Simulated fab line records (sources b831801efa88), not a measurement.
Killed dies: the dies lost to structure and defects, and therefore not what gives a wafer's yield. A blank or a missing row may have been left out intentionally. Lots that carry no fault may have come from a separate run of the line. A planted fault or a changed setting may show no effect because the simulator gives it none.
fab line records || flow gf180mcu
[record] {"lots": 6, "wafers": 18, "last_day": 34}
route steps=602 shown NWELL@46 LVPWELL@54
lots that met no fault: taken from a fault-free run of the same line
start_h: the number of hours between the record's first day and the start of the first shown wafer of the lot || wait_h: hours elapsed since this lot's preceding step || " unchanged from the row above || L1.1+2: several wafers, shown together as one row || - value missing, or start not given || * or withheld: withheld || < > ~ a bound
route shown NAME@n: names a module that has steps shown in the file, with the first one's number in the route || usual: mean/standard deviation of fault-free wafers || same: alike in all rows || chamber/n: place in a boat || sites: readings site by site || _std_site: standard deviation across them || _edge_site: mean of outer sites minus mean of inner sites || radius_mm: how far each site lies from the wafer's centre || mask NAME#n: copy n || behind: tool/chamber where the wafer was last shaped || hold: cause of the lot's hold/its duration in hours/its outcome || device: transistor that didn't switch, given as n, p or np || end of line: at the end of the route, the tests of the same wafers || where a step has no rows: the recipe by itself || killed: count of dies lost to structure and defects at first sort (not the wafer's yield) || map: dies across one wafer; x = killed, . = not, _ = none there
set.NAME: setting as actually run; set.NAME@STEP: the setting as run at that earlier step || model.NAME: the simulator's own value behind a step, which no gauge read
lots at selected steps of the route; one table per step, one row per wafer
services: from which hour (start_h, from the record's first day; less than 0 if before it) a tool's chamber was out of use, for how many hours, and why
[[steps]]
[step GF_NWELL_EXPOSE_04]
[recipe] {"mask_id": "Nwell", "target_cd_nm": 860, "na": 0.6, "source_shape": "conventional", "sigma_outer": 0.6, "dose_mj": 260}
[step GF_NWELL_PEB_05]
[recipe] {"temp_c": 115, "time_s": "withheld"}
[step GF_NWELL_DEVELOP_06]
[recipe] {"wall_angle_deg": 90, "develop_time_s": 60, "dev_temp_c": 23}
[step GF_NWELL_OVL_MEAS_07]
[usual] {"NWELL_OVL": "-0.4/1.4"}
{"lot.wafer": "L194.2", "tool": "overlay-02", "chamber": "-", "start_h": 88.28, "wait_h": "-", "NWELL_OVL[nm]": 1.2}
{"lot.wafer": "L194.4", "tool": "overlay-02", "chamber": "-", "start_h": 88.28, "wait_h": "-", "NWELL_OVL[nm]": -2.1}
{"lot.wafer": "L194.6", "tool": "overlay-02", "chamber": "-", "start_h": 88.28, "wait_h": "-", "NWELL_OVL[nm]": -3.1}
{"lot.wafer": "L198.1", "tool": "overlay-02", "chamber": "-", "start_h": 110.57, "wait_h": "-", "NWELL_OVL[nm]": -2.6}
{"lot.wafer": "L198.3", "tool": "overlay-02", "chamber": "-", "start_h": 110.57, "wait_h": "-", "NWELL_OVL[nm]": -0.3}
{"lot.wafer": "L198.4", "tool": "overlay-02", "chamber": "-", "start_h": 110.57, "wait_h": "-", "NWELL_OVL[nm]": -0.7}
{"lot.wafer": "L201.1", "tool": "overlay-01", "chamber": "-", "start_h": 127.98, "wait_h": "-", "NWELL_OVL[nm]": -1.6}
{"lot.wafer": "L201.2", "tool": "overlay-01", "chamber": "-", "start_h": 127.98, "wait_h": "-", "NWELL_OVL[nm]": -3.1}
{"lot.wafer": "L201.4", "tool": "overlay-01", "chamber": "-", "start_h": 127.98, "wait_h": "-", "NWELL_OVL[nm]": -3.3}
{"lot.wafer": "L202.3", "tool": "overlay-02", "chamber": "-", "start_h": 132.19, "wait_h": "-", "NWELL_OVL[nm]": 0.8}
{"lot.wafer": "L202.4", "tool": "overlay-02", "chamber": "-", "start_h": 132.19, "wait_h": "-", "NWELL_OVL[nm]": 2.6}
{"lot.wafer": "L202.6", "tool": "overlay-02", "chamber": "-", "start_h": 132.19, "wait_h": "-", "NWELL_OVL[nm]": 1.8}
{"lot.wafer": "L208.3", "tool": "overlay-02", "chamber": "-", "start_h": 166.59, "wait_h": "-", "NWELL_OVL[nm]": 1.4}
{"lot.wafer": "L208.4", "tool": "overlay-02", "chamber": "-", "start_h": 166.59, "wait_h": "-", "NWELL_OVL[nm]": 0.3}
{"lot.wafer": "L208.5", "tool": "overlay-02", "chamber": "-", "start_h": 166.59, "wait_h": "-", "NWELL_OVL[nm]": 0.5}
{"lot.wafer": "L210.2", "tool": "overlay-01", "chamber": "-", "start_h": 177.78, "wait_h": "-", "NWELL_OVL[nm]": -0.5}
{"lot.wafer": "L210.4", "tool": "overlay-01", "chamber": "-", "start_h": 177.78, "wait_h": "-", "NWELL_OVL[nm]": -2.9}
{"lot.wafer": "L210.6", "tool": "overlay-01", "chamber": "-", "start_h": 177.78, "wait_h": "-", "NWELL_OVL[nm]": -0.9}
[step GF_NWELL_IMPLANT_08]
[recipe] {"species": "P", "energy_kev": 450, "dose_cm2": 1.5e+13, "tilt_deg": 0}
[step GF_NWELL_IMPLANT_09]
[recipe] {"species": "P", "energy_kev": 160, "dose_cm2": 4e+12, "tilt_deg": 0}
[step GF_NWELL_STRIP_10]
[recipe] {"chemistry": "O2/N2", "power_w": 1400, "pressure_mtorr": 1500, "platen_temp_c": 250, "o2_flow_sccm": 3000, "n2_flow_sccm": 300, "overash_fraction": 0.5}
[usual] {"drypump_motor_current_A": "5.71/0.2", "heater_power_w": "319/29", "oes_product_au": "0.722/0.0047", "strip_time_to_endpoint_s": "36.92/0.09"}
{"lot.wafer": "L194.2", "tool": "plasma_asher-02", "chamber": 1, "start_h": 88.61, "wait_h": 0.1, "drypump_motor_current_A": 5.58, "heater_power_w": 299, "oes_product_au": 0.719, "rf_hours_counter_h": 44, "strip_time_to_endpoint_s": 36.69}
{"lot.wafer": "L194.4", "tool": "plasma_asher-02", "chamber": 0, "start_h": 88.61, "wait_h": 0.1, "drypump_motor_current_A": 5.60, "heater_power_w": 318, "oes_product_au": 0.722, "rf_hours_counter_h": "-", "strip_time_to_endpoint_s": 36.78}
{"lot.wafer": "L194.6", "tool": "plasma_asher-02", "chamber": 1, "start_h": 88.61, "wait_h": 0.1, "drypump_motor_current_A": 5.57, "heater_power_w": 297, "oes_product_au": 0.718, "rf_hours_counter_h": "-", "strip_time_to_endpoint_s": 36.83}
{"lot.wafer": "L198.1", "tool": "plasma_asher-01", "chamber": 1, "start_h": 110.91, "wait_h": 0.1, "drypump_motor_current_A": 5.55, "heater_power_w": 369, "oes_product_au": 0.718, "rf_hours_counter_h": 30, "strip_time_to_endpoint_s": 36.89}
{"lot.wafer": "L198.3", "tool": "plasma_asher-01", "chamber": 1, "start_h": 110.91, "wait_h": 0.1, "drypump_motor_current_A": 5.56, "heater_power_w": 367, "oes_product_au": 0.716, "rf_hours_counter_h": "-", "strip_time_to_endpoint_s": 36.87}
{"lot.wafer": "L198.4", "tool": "plasma_asher-01", "chamber": 0, "start_h": 110.91, "wait_h": 0.1, "drypump_motor_current_A": 5.92, "heater_power_w": 328, "oes_product_au": 0.719, "rf_hours_counter_h": "-", "strip_time_to_endpoint_s": 36.85}
{"lot.wafer": "L201.1", "tool": "plasma_asher-01", "chamber": 0, "start_h": 128.32, "wait_h": 0.1, "drypump_motor_current_A": 5.88, "heater_power_w": 324, "oes_product_au": 0.727, "rf_hours_counter_h": 32, "strip_time_to_endpoint_s": 36.91}
{"lot.wafer": "L201.2", "tool": "plasma_asher-01", "chamber": 1, "start_h": 128.32, "wait_h": 0.1, "drypump_motor_current_A": 5.56, "heater_power_w": 356, "oes_product_au": 0.728, "rf_hours_counter_h": 32, "strip_time_to_endpoint_s": 36.92}
{"lot.wafer": "L201.4", "tool": "plasma_asher-01", "chamber": 1, "start_h": 128.32, "wait_h": 0.1, "drypump_motor_current_A": 5.55, "heater_power_w": 366, "oes_product_au": 0.721, "rf_hours_counter_h": "-", "strip_time_to_endpoint_s": 37.01}
{"lot.wafer": "L202.3", "tool": "plasma_asher-02", "chamber": 1, "start_h": 132.55, "wait_h": 0.1, "drypump_motor_current_A": 5.59, "heater_power_w": 307, "oes_product_au": 0.722, "rf_hours_counter_h": "-", "strip_time_to_endpoint_s": 36.95}
{"lot.wafer": "L202.4", "tool": "plasma_asher-02", "chamber": 0, "start_h": 132.55, "wait_h": 0.1, "drypump_motor_current_A": 5.62, "heater_power_w": 316, "oes_product_au": 0.726, "rf_hours_counter_h": "-", "strip_time_to_endpoint_s": 36.90}
{"lot.wafer": "L202.6", "tool": "plasma_asher-02", "chamber": 0, "start_h": 132.55, "wait_h": 0.1, "drypump_motor_current_A": 5.60, "heater_power_w": 316, "oes_product_au": 0.716, "rf_hours_counter_h": "-", "strip_time_to_endpoint_s": 36.98}
{"lot.wafer": "L208.3", "tool": "plasma_asher-02", "chamber": 1, "start_h": 166.95, "wait_h": 0.1, "drypump_motor_current_A": 5.56, "heater_power_w": 306, "oes_product_au": 0.723, "rf_hours_counter_h": "-", "strip_time_to_endpoint_s": 36.90}
{"lot.wafer": "L208.4", "tool": "plasma_asher-02", "chamber": 0, "start_h": 166.95, "wait_h": 0.1, "drypump_motor_current_A": 5.59, "heater_power_w": 323, "oes_product_au": 0.717, "rf_hours_counter_h": "-", "strip_time_to_endpoint_s": 36.90}
{"lot.wafer": "L208.5", "tool": "plasma_asher-02", "chamber": 1, "start_h": 166.95, "wait_h": 0.1, "drypump_motor_current_A": 5.60, "heater_power_w": 317, "oes_product_au": 0.729, "rf_hours_counter_h": "-", "strip_time_to_endpoint_s": 36.86}
{"lot.wafer": "L210.2", "tool": "plasma_asher-02", "chamber": 1, "start_h": 178.11, "wait_h": 0.1, "drypump_motor_current_A": 5.61, "heater_power_w": 311, "oes_product_au": 0.722, "rf_hours_counter_h": 53, "strip_time_to_endpoint_s": 36.99}
{"lot.wafer": "L210.4", "tool": "plasma_asher-02", "chamber": 0, "start_h": 178.11, "wait_h": 0.1, "drypump_motor_current_A": 5.58, "heater_power_w": 325, "oes_product_au": 0.723, "rf_hours_counter_h": "-", "strip_time_to_endpoint_s": 37.11}
{"lot.wafer": "L210.6", "tool": "plasma_asher-02", "chamber": 1, "start_h": 178.11, "wait_h": 0.1, "drypump_motor_current_A": 5.64, "heater_power_w": 318, "oes_product_au": 0.719, "rf_hours_counter_h": "-", "strip_time_to_endpoint_s": 37.12}
[step GF_NWELL_TW_MEAS_11]
[usual] {"NWELL_TW": "1571/18"}
{"lot.wafer": "L194.2", "tool": "film_metro-01", "chamber": "-", "start_h": 88.72, "wait_h": 0.1, "NWELL_TW": 1557}
{"lot.wafer": "L194.4", "tool": "film_metro-01", "chamber": "-", "start_h": 88.72, "wait_h": 0.1, "NWELL_TW": 1560}
{"lot.wafer": "L194.6", "tool": "film_metro-01", "chamber": "-", "start_h": 88.72, "wait_h": 0.1, "NWELL_TW": 1549}
{"lot.wafer": "L198.1", "tool": "film_metro-03", "chamber": "-", "start_h": 111.01, "wait_h": 0.1, "NWELL_TW": 1605}
{"lot.wafer": "L198.3", "tool": "film_metro-03", "chamber": "-", "start_h": 111.01, "wait_h": 0.1, "NWELL_TW": 1604}
{"lot.wafer": "L198.4", "tool": "film_metro-03", "chamber": "-", "start_h": 111.01, "wait_h": 0.1, "NWELL_TW": 1598}
{"lot.wafer": "L201.1", "tool": "film_metro-01", "chamber": "-", "start_h": 128.42, "wait_h": 0.1, "NWELL_TW": 1556}
{"lot.wafer": "L201.2", "tool": "film_metro-01", "chamber": "-", "start_h": 128.42, "wait_h": 0.1, "NWELL_TW": 1565}
{"lot.wafer": "L201.4", "tool": "film_metro-01", "chamber": "-", "start_h": 128.42, "wait_h": 0.1, "NWELL_TW": 1555}
{"lot.wafer": "L202.3", "tool": "film_metro-04", "chamber": "-", "start_h": 132.64, "wait_h": 0.1, "NWELL_TW": 1570}
{"lot.wafer": "L202.4", "tool": "film_metro-04", "chamber": "-", "start_h": 132.64, "wait_h": 0.1, "NWELL_TW": 1577}
{"lot.wafer": "L202.6", "tool": "film_metro-04", "chamber": "-", "start_h": 132.64, "wait_h": 0.1, "NWELL_TW": 1566}
{"lot.wafer": "L208.3", "tool": "film_metro-04", "chamber": "-", "start_h": 167.03, "wait_h": 0.1, "NWELL_TW": 1573}
{"lot.wafer": "L208.4", "tool": "film_metro-04", "chamber": "-", "start_h": 167.03, "wait_h": 0.1, "NWELL_TW": 1565}
{"lot.wafer": "L208.5", "tool": "film_metro-04", "chamber": "-", "start_h": 167.03, "wait_h": 0.1, "NWELL_TW": 1564}
{"lot.wafer": "L210.2", "tool": "film_metro-01", "chamber": "-", "start_h": 178.22, "wait_h": 0.1, "NWELL_TW": 1547}
{"lot.wafer": "L210.4", "tool": "film_metro-01", "chamber": "-", "start_h": 178.22, "wait_h": 0.1, "NWELL_TW": 1559}
{"lot.wafer": "L210.6", "tool": "film_metro-01", "chamber": "-", "start_h": 178.22, "wait_h": 0.1, "NWELL_TW": 1546}
[step GF_LVPWELL_DEHYDRATE_00]
[recipe] {"temp_c": 200, "time_s": 60}
[step GF_LVPWELL_HMDS_01]
[recipe] {"prime_time_s": 60, "prime_temp_c": 120}
[step GF_LVPWELL_COAT_02]
[recipe] {"spin_rpm": 2000, "resist_thk_nm": 3000}
[step GF_LVPWELL_SOFTBAKE_03]
[recipe] {"temp_c": 110, "time_s": "withheld"}
[step GF_LVPWELL_EXPOSE_04]
[recipe] {"mask_id": "LVPWELL", "target_cd_nm": 600, "na": 0.6, "source_shape": "conventional", "sigma_outer": 0.6, "dose_mj": 260}
[usual] {"exposure_dose_mJ_cm2": "259.97/0.27", "focus_offset_nm": "0.1/0.44", "sigma_outer": "0.6/0"}
{"lot.wafer": "L194.2", "tool": "iline_stepper-02", "chamber": 0, "start_h": 95.25, "wait_h": "-", "mask": "LVPWELL#0", "exposure_dose_mJ_cm2": 260.17, "focus_offset_nm": 0.2, "sigma_outer": 0.6}
{"lot.wafer": "L194.4", "tool": "iline_stepper-02", "chamber": 0, "start_h": 95.25, "wait_h": "-", "mask": "LVPWELL#0", "exposure_dose_mJ_cm2": 260.32, "focus_offset_nm": 0.5, "sigma_outer": 0.6}
{"lot.wafer": "L194.6", "tool": "iline_stepper-02", "chamber": 0, "start_h": 95.25, "wait_h": "-", "mask": "LVPWELL#0", "exposure_dose_mJ_cm2": 259.70, "focus_offset_nm": 0.2, "sigma_outer": 0.6}
{"lot.wafer": "L198.1", "tool": "iline_stepper-01", "chamber": 0, "start_h": 118.28, "wait_h": "-", "mask": "LVPWELL#0", "exposure_dose_mJ_cm2": 260.40, "focus_offset_nm": 0.0, "sigma_outer": 0.6}
{"lot.wafer": "L198.3", "tool": "iline_stepper-01", "chamber": 0, "start_h": 118.28, "wait_h": "-", "mask": "LVPWELL#0", "exposure_dose_mJ_cm2": 260.07, "focus_offset_nm": -0.1, "sigma_outer": 0.6}
{"lot.wafer": "L198.4", "tool": "iline_stepper-01", "chamber": 0, "start_h": 118.28, "wait_h": "-", "mask": "LVPWELL#0", "exposure_dose_mJ_cm2": 259.99, "focus_offset_nm": 0.1, "sigma_outer": 0.6}
{"lot.wafer": "L201.1", "tool": "iline_stepper-02", "chamber": "-", "start_h": 135.45, "wait_h": "-", "mask": "LVPWELL#0", "exposure_dose_mJ_cm2": "-", "focus_offset_nm": "-", "sigma_outer": "-"}
{"lot.wafer": "L201.2", "tool": "iline_stepper-02", "chamber": "-", "start_h": 135.45, "wait_h": "-", "mask": "LVPWELL#0", "exposure_dose_mJ_cm2": "-", "focus_offset_nm": "-", "sigma_outer": "-"}
{"lot.wafer": "L201.4", "tool": "iline_stepper-02", "chamber": "-", "start_h": 135.45, "wait_h": "-", "mask": "LVPWELL#0", "exposure_dose_mJ_cm2": "-", "focus_offset_nm": "-", "sigma_outer": "-"}
{"lot.wafer": "L202.3", "tool": "iline_stepper-01", "chamber": "-", "start_h": 140.40, "wait_h": "-", "mask": "LVPWELL#0", "exposure_dose_mJ_cm2": "-", "focus_offset_nm": "-", "sigma_outer": "-"}
{"lot.wafer": "L202.4", "tool": "iline_stepper-01", "chamber": "-", "start_h": 140.40, "wait_h": "-", "mask": "LVPWELL#0", "exposure_dose_mJ_cm2": "-", "focus_offset_nm": "-", "sigma_outer": "-"}
{"lot.wafer": "L202.6", "tool": "iline_stepper-01", "chamber": "-", "start_h": 140.40, "wait_h": "-", "mask": "LVPWELL#0", "exposure_dose_mJ_cm2": "-", "focus_offset_nm": "-", "sigma_outer": "-"}
{"lot.wafer": "L208.3", "tool": "iline_stepper-02", "chamber": 0, "start_h": 175.54, "wait_h": "-", "mask": "LVPWELL#0", "exposure_dose_mJ_cm2": 260.03, "focus_offset_nm": 0.2, "sigma_outer": 0.6}
{"lot.wafer": "L208.4", "tool": "iline_stepper-02", "chamber": 0, "start_h": 175.54, "wait_h": "-", "mask": "LVPWELL#0", "exposure_dose_mJ_cm2": 259.94, "focus_offset_nm": -0.6, "sigma_outer": 0.6}
{"lot.wafer": "L208.5", "tool": "iline_stepper-02", "chamber": 0, "start_h": 175.54, "wait_h": "-", "mask": "LVPWELL#0", "exposure_dose_mJ_cm2": 259.85, "focus_offset_nm": 0.2, "sigma_outer": 0.6}
{"lot.wafer": "L210.2", "tool": "iline_stepper-01", "chamber": 0, "start_h": 186.09, "wait_h": "-", "mask": "LVPWELL#0", "exposure_dose_mJ_cm2": 260.21, "focus_offset_nm": -0.5, "sigma_outer": 0.6}
{"lot.wafer": "L210.4", "tool": "iline_stepper-01", "chamber": 0, "start_h": 186.09, "wait_h": "-", "mask": "LVPWELL#0", "exposure_dose_mJ_cm2": 259.67, "focus_offset_nm": 0.5, "sigma_outer": 0.6}
{"lot.wafer": "L210.6", "tool": "iline_stepper-01", "chamber": 0, "start_h": 186.09, "wait_h": "-", "mask": "LVPWELL#0", "exposure_dose_mJ_cm2": 260.00, "focus_offset_nm": -0.2, "sigma_outer": 0.6}
[step GF_LVPWELL_PEB_05]
[recipe] {"temp_c": 115, "time_s": "withheld"}
[[services]]
{"tool": "iline_stepper-01", "chamber": 0, "start_h": 124.80, "hours": "-", "kind": "calibration"}
{"tool": "iline_stepper-02", "chamber": "-", "start_h": 137.00, "hours": 0.6, "kind": "repair"}
{"tool": "iline_stepper-02", "chamber": 0, "start_h": 158.54, "hours": "-", "kind": "calibration"}
{"tool": "iline_stepper-02", "chamber": "-", "start_h": 167.81, "hours": 1.7, "kind": "pm"}
[[key]]
[first_sign] {"step": "GF_LVPWELL_EXPOSE_04", "reading": "tool_record", "direction": "missing"}
effect none on later readings
met_at GF_LVPWELL_EXPOSE_04
struck_wafers L201.1,L201.2,L201.4,L202.3,L202.4,L202.6
sort_left_out L201.1,L201.2,L201.4,L202.3,L202.4,L202.6
tester_left_out L201,L202
onset_between 118.28 135.45
[fault] {"kind": "skipped_step_whole", "tool": "iline_stepper-01,iline_stepper-02", "chamber": "-", "onset_h": 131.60, "steps": "GF_LVPWELL_EXPOSE_04", "scope": "struck_lots_only"}
// tester_left_out: of these lots the tester's yield and bins aren't shown, on N5 and GAA mostly nor the transistor test; their killed dies are dies lost to structure and defects alone, not to doping, threshold or leakage, so they don't give the yield
// sort_left_out: the simulated sort isn't trusted on such a fault, so these wafers' sort isn't shown, and their yield isn't known
